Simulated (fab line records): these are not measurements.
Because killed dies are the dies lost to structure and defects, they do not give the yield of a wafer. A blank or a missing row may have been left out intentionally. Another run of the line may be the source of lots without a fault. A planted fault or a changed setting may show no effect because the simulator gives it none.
One fault seen from 2 desks	flow sfqLine	numbers are kept per desk, each desk with only its own; the story behind them comes last

## AT THE TOOL OWNER'S DESK: rieMetal-02
The tool's own readings at SFQ_TRILAYER_M3_BARC_OPEN_METAL_ETCH_100 (etches BARC in O2, target depth 125 nm, time 41.7 s): means of the sampled wafers that have a number, for each lot that ran on this tool. If a lot's mean is further than 4 standard deviations from the usual mean, the lot is out of limits and carries the mark OUT (the distance appears in the brackets).
Columns: A = drypumpMotorCurrentA at SFQ_TRILAYER_M3_BARC_OPEN_METAL_ETCH_100, usual 5.5 A; B = oesProductAu at SFQ_TRILAYER_M3_BARC_OPEN_METAL_ETCH_100, usual 0.684 a.u.
lot	first seen here	A	B
L249	day 30 22:38	5.5	0.684
L266	day 47 09:05	5.5	0.685
L267	day 47 15:05	5.5	0.687
This desk's finding: nothing out of limits on any of the 3 lots.

## THE METROLOGY DESK
Lot by lot, what the gauges showed, no matter which tool ran the lot: averages of those sampled wafers that carry a number. If a lot's mean is further than 4 standard deviations from the usual mean, the lot is out of limits and carries the mark OUT (the distance appears in the brackets).
Columns: A = M3_NB_RS at SFQ_M3_RS_MEAS_919, usual 0.889 ohm/sq; B = M3_OVL at SFQ_M3_OVL_MEAS_921, usual 1 nm
lot	first seen here	A	B
L249	day 30 12:46	0.890	1
L262	day 40 11:44	0.876	2
L266	day 41 18:55	0.893	-4
L267	day 42 04:30	0.885	2
L270	day 42 17:48	0.900	-3
L271	day 42 23:54	0.888	-5
This desk's finding: nothing out of limits on any of the 6 lots.

## BROUGHT TOGETHER
The desk of the tool owner found nothing out of limits.
The metrology desk saw nothing out of limits.

## WHAT THE SIMULATOR PUT IN
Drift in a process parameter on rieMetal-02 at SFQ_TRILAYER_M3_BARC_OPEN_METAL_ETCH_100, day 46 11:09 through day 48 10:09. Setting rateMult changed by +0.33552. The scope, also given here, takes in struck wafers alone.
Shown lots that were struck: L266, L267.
